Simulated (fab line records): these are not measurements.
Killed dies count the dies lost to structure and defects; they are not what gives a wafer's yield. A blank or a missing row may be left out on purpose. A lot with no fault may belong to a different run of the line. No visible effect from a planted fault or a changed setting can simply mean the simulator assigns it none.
Matching of chambers ; flow sky130 ; SKY_CAPM_CVD_00 on pecvd-02 has 3 sister chambers
The step deposits SiO2, target thk 15.5 nm. 6 wafers are shown with their chamber, then 11 later ones without.

== WAFERS PAIRED WITH THEIR CHAMBERS ==
wafer;chamber;heater-power-w (W)
L084.4;0;654
L086.1;2;895
L090.4;1;645
L090.5;2;914
L090.6;1;642
L091.2;0;702

== WAFERS WITH NO CHAMBER GIVEN ==
wafer;heater-power-w (W)
L091.3;713
L091.6;712
L093.1;650
L093.3;735
L093.4;632
L096.2;658
L096.4;938
L096.5;676
L097.2;655
L097.5;769
L097.6;971

== THE CHAMBER EACH PASSED THROUGH ==
wafer;from the rows above;in truth
L091.3;can't be placed: 0 or 1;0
L091.6;can't be placed: 0 or 1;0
L093.1;can't be placed: 1 or 0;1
L093.3;can't be placed: 0 or 1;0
L093.4;can't be placed: 1 or 0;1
L096.2;can't be placed: 1 or 0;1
L096.4;2;2
L096.5;can't be placed: 0 or 1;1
L097.2;can't be placed: 1 or 0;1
L097.5;can't be placed: 0 or 1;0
L097.6;2;2
Correctly placed: 2 of 11. Unplaceable from these rows: 9, with the true chamber sitting among the candidates in 9. Placed wrongly: 0.
How it was worked out, from the rows above alone: a wafer's distance from a chamber is the root of the sum, over the readings, of the square of ((its reading less the chamber's mean) divided by the reading's scatter). The wafer belongs to the nearest chamber; if the next one is less than 2 further off, it can't be placed. A chamber's mean is the mean of its shown wafers. How the scatter is found: for the shown wafers, subtract from each reading the mean of its chamber, square and add these, divide the total by (wafers less chambers), then take the root.
